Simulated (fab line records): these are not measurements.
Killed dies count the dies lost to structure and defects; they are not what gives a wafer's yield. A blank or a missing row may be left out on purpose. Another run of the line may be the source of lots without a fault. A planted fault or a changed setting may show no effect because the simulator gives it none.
Which of the tools did it? | flow gf180mcu | 7 lots, 21 wafers sampled, at 4 steps of a route of 602

WHAT EACH GAUGE READ, for each wafer
GF_PASSIVATION_BOW_MEAS_14.
lot  | measured     | on            | PASSIVATION_BOW (um)
L661 | day 29 10:13 | film metro-04 | 133 122 147
L663 | day 29 18:47 | film metro-02 | 147 139 144
L665 | day 30 18:15 | film metro-02 | 147 136 153
L672 | day 32 18:44 | film metro-03 | 138 132 144
L678 | day 33 22:04 | film metro-03 | 131 141 145
L681 | day 34 13:14 | film metro-03 | 146 132 139
L683 | day 34 20:51 | film metro-02 | 145 135 140

WHICH TOOL RAN EACH LOT (tool, then ch and the chambers of the sampled wafers, then the start)
lot  | GF_CONTACT_ETCH_17                 | GF_V5_CVD_23                  | GF_V5_CMP_26
L661 | rie diel-02 ch 2,3, day 16 13:00   | cvd w-02 ch 0,1, day 27 15:17 | cmp-01 ch 0,1, day 27 15:32
L663 | rie diel-01 ch 0,2,3, day 16 23:00 | cvd w-01 ch 0,1, day 28 00:08 | cmp-02 ch 0,1,2, day 28 00:26
L665 | rie diel-02 ch 0,2,3, day 18 05:00 | cvd w-02 ch 0,1, day 29 00:46 | cmp-02 ch 1,2,3, day 29 01:32
L672 | rie diel-01 ch 0,3, day 20 20:00   | cvd w-02 ch 0,1, day 31 04:36 | cmp-02 ch 2,3, day 31 05:01
L678 | rie diel-03 ch 1,2,3, day 22 11:00 | cvd w-02 ch 0,1, day 32 09:45 | cmp-02 ch 1,3, day 32 10:05
L681 | rie diel-01 ch 1,2, day 23 14:00   | cvd w-01 ch 0,1, day 33 02:55 | cmp-02 ch 1,2,3, day 33 03:22
L683 | rie diel-01 ch 1,3, day 24 03:00   | cvd w-01 ch 0,1, day 33 11:26 | cmp-01 ch 1,2,3, day 33 11:46
- GF_CONTACT_ETCH_17: etches SiO2 in C4F8/O2/Ar, stops on CoSi2, target depth 860 nm.
- GF_V5_CVD_23: deposits W, target thk 350 nm, time 104.9 s.
- GF_V5_CMP_26: polishes, stops on SiO2, t overpolish 15 s, target thk 0 nm.

THE ANSWER, worked out from the rows above alone
Rule: usual is defined by the lots themselves. The widest of any qualifying gaps counts: lots, ordered by their means at a reading, are off when they make up no more than a third of the lots, leave a main group of 4 or more, and stand apart from it by 3 or more times the standard deviation of that group's means. A main group whose means are all the same, to the digits that the tables above print for the reading, isn't used. A lot without any number at a reading at which 4 lots or more have one is off too. Any other lot the step has rows for is counted as sound.
No lot is off on any of the readings shown, so nothing can be concluded from this.

WHAT THE SIMULATOR HAD PUT IN
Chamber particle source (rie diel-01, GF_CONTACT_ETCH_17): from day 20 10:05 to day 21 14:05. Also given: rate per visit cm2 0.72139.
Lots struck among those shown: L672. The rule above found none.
